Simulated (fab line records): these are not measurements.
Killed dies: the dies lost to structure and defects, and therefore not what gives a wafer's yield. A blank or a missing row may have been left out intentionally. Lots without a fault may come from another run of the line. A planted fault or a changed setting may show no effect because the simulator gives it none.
What tool caused it? | flow sfqLine | 14 lots, 42 wafers sampled, at 3 steps of a route of 325

== WHAT EACH GAUGE READ, for each wafer ==
SFQ_JJ_RS_MEAS_929: a four-point-probe measurement. Usual: JJ_NB_RS typically reads 1.048 ohm/sq, with standard deviation 0.012.
lot  | measured     | on           | JJ_NB_RS (ohm/sq)                   | flag
L725 | day 57 07:16 | filmMetro-03 | 1.054 1.053 1.054                   | 
L727 | day 58 18:40 | filmMetro-03 | 1.063 1.054 1.065                   | 
L728 | day 59 01:23 | filmMetro-04 | 1.024 1.031 1.037                   | 
L729 | day 59 08:37 | filmMetro-04 | 1.043 1.056 1.060                   | 
L730 | day 59 15:49 | filmMetro-01 | 1.040 1.056 1.054                   | 
L731 | day 60 15:50 | filmMetro-01 | 1.042 1.049 1.045                   | 
L732 | day 61 02:35 | filmMetro-01 | 1.051 1.055 1.049                   | 
L735 | day 62 10:30 | filmMetro-03 | 1.055 1.060 1.067                   | 
L736 | day 62 15:55 | filmMetro-03 | 1.043 1.051 1.040                   | 
L739 | day 66 15:37 | filmMetro-03 | 1.053 1.064 1.066                   | 
L740 | day 66 19:14 | filmMetro-03 | 1.032 1.027 1.031                   | 
L742 | day 67 01:13 | filmMetro-01 | 0.724 0.728 0.729 0.725 0.729 0.731 | OFF
L743 | day 67 06:03 | filmMetro-03 | 0.725 0.726 0.729 0.724 0.726 0.729 | OFF
L744 | day 67 07:15 | filmMetro-01 | 1.059 1.057 1.063                   | 

== WHICH TOOL RAN EACH LOT (tool, then ch and the chambers of the sampled wafers, then the start) ==
lot  | SFQ_TRILAYER_I4_VIA_STRIP_STRIP_107 | SFQ_TRILAYER_JJ_TRILAYER_DEP_SPUTTER_112
L725 | rieMetal-02 ch 0,1, day 57 05:17    | pvdSputter-06, day 57 07:11
L727 | rieMetal-01 ch 0,1, day 58 16:40    | pvdSputter-04, day 58 18:34
L728 | rieMetal-01 ch 0, day 58 23:23      | pvdSputter-06, day 59 01:17
L729 | rieMetal-01 ch 0, day 59 06:37      | pvdSputter-03, day 59 08:31
L730 | rieMetal-02 ch 0, day 59 13:50      | pvdSputter-03, day 59 15:44
L731 | rieMetal-03 ch 0,1, day 60 13:52    | pvdSputter-04, day 60 15:46
L732 | rieMetal-02 ch 0,1, day 61 00:37    | pvdSputter-04, day 61 02:31
L735 | rieMetal-01 ch 0,1, day 62 08:29    | pvdSputter-04, day 62 10:25
L736 | rieMetal-03 ch 0, day 62 13:41      | pvdSputter-06, day 62 15:47
L739 | rieMetal-03 ch 0,1, day 66 13:38    | pvdSputter-04, day 66 15:32
L740 | rieMetal-02 ch 0,1, day 66 17:14    | pvdSputter-06, day 66 19:08
L742 | rieMetal-02 ch 0,1, day 66 23:14    | pvdSputter-06, day 67 01:08
L743 | rieMetal-01 ch 0,1, day 67 04:14    | pvdSputter-06, day 67 05:56
L744 | rieMetal-02 ch 0,1, day 67 05:26    | pvdSputter-04, day 67 07:08
- SFQ_TRILAYER_I4_VIA_STRIP_STRIP_107: strips in O2.
- SFQ_TRILAYER_JJ_TRILAYER_DEP_SPUTTER_112: material Nb, target thk 170 nm, time 113.3 s.

== AS READ BY THE TOOLS THEMSELVES (means over the sampled wafers that have a number; for cases with no such wafer, the mark the record gives instead) ==
SFQ_TRILAYER_I4_VIA_STRIP_STRIP_107. Usual: drypumpMotorCurrentA 5.8 A, standard deviation 0.34; heBacksideLeakSccm 3.5 sccm, standard deviation 0.31; oesProductAu 1.003 a.u., standard deviation 0.0096.
lot  | tool        | drypumpMotorCurrentA (A) | heBacksideLeakSccm (sccm) | oesProductAu (a.u.) | flag
L725 | rieMetal-02 | 6.1                      | 3.4                       | 1.001               | 
L727 | rieMetal-01 | 5.6                      | 3.4                       | 1.011               | 
L728 | rieMetal-01 | 5.8                      | 3.2                       | 1.004               | 
L729 | rieMetal-01 | 5.8                      | 3.2                       | 1.009               | 
L730 | rieMetal-02 | 5.6                      | 3.6                       | 1.016               | 
L731 | rieMetal-03 | 5.5                      | 3.5                       | 0.990               | 
L732 | rieMetal-02 | 5.8                      | 3.5                       | 1.010               | 
L735 | rieMetal-01 | 5.8                      | 3.3                       | 0.995               | 
L736 | rieMetal-03 | 6.0                      | 3.6                       | 1.000               | 
L739 | rieMetal-03 | 5.7                      | 3.6                       | 0.996               | 
L740 | rieMetal-02 | 6.1                      | 3.4                       | 1.003               | 
L742 | rieMetal-02 | 6.1                      | 3.5                       | 1.011               | 
L743 | rieMetal-01 | 5.7                      | 3.3                       | 0.996               | 
L744 | rieMetal-02 | 6.1                      | 3.4                       | 1.013               | 

SFQ_TRILAYER_JJ_TRILAYER_DEP_SPUTTER_112. Usual: cathodeDcPowerW 1999.9 W, standard deviation 0.36; throttleValvePct 30.0 %, standard deviation 1.1.
lot  | tool          | cathodeDcPowerW (W) | throttleValvePct (%) | flag
L725 | pvdSputter-06 | 1999.8              | 30.8                 | 
L727 | pvdSputter-04 | 2000.0              | 29.7                 | 
L728 | pvdSputter-06 | 1999.9              | 30.9                 | 
L729 | pvdSputter-03 | 2000.2              | 30.3                 | 
L730 | pvdSputter-03 | 2000.1              | 30.1                 | 
L731 | pvdSputter-04 | 1999.8              | 29.1                 | 
L732 | pvdSputter-04 | 1999.5              | 30.0                 | 
L735 | pvdSputter-04 | 1999.6              | 29.6                 | 
L736 | pvdSputter-06 | 1999.8              | 30.9                 | 
L739 | pvdSputter-04 | 2000.4              | 29.4                 | 
L740 | pvdSputter-06 | 1999.9              | 29.9                 | 
L742 | pvdSputter-06 | 2854.1              | 31.8                 | OFF
L743 | pvdSputter-06 | 2854.5              | 30.4                 | OFF
L744 | pvdSputter-04 | 2000.1              | 30.0                 | 

== THE ANSWER, worked out from the rows above alone ==
Rule: a lot counts as off when the mean over its wafers that have a number is more than 3 standard deviations away from the usual mean. Also off: a lot with no number at a reading for which 4 or more lots have one. The other lots that the step has rows for count as sound. The gauges are gone through in route order, then the tools' own readings, and for those a lot's mean is taken as printed above. At the first step where some lot is off, the reading lying furthest off is the one used; lots without a number count as furthest.
Off: L742, L743, seen at SFQ_JJ_RS_MEAS_929 (JJ_NB_RS).
If a tool, at a process step before that reading, ran all the lots that are off and no sound lot after the first of them, it fits. The gauges at SFQ_JJ_RS_MEAS_929 aren't tried: what is off there is off at SFQ_TRILAYER_JJ_TRILAYER_DEP_SPUTTER_112 too, on other tools, and a gauge's error can't cause that. One candidate fits, namely pvdSputter-06 at SFQ_TRILAYER_JJ_TRILAYER_DEP_SPUTTER_112. Its last sound lot is L740 (day 66 19:08), its first lot that is off L742 (day 67 01:08): a fault that began between those two fits.
On the lots that are off, the tool's own readings at SFQ_TRILAYER_JJ_TRILAYER_DEP_SPUTTER_112 differ by more than 5 times the standard deviation of the sound lots' means, which bears it out; cathodeDcPowerW reads 2854.3 W there versus 1999.9 W on the sound lots.

== WHAT HAD BEEN PUT IN BY THE SIMULATOR ==
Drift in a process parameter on pvdSputter-06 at SFQ_TRILAYER_JJ_TRILAYER_DEP_SPUTTER_112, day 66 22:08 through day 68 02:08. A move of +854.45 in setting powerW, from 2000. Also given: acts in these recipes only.
Struck lots among those shown: L742, L743. The rule above reached the same finding.
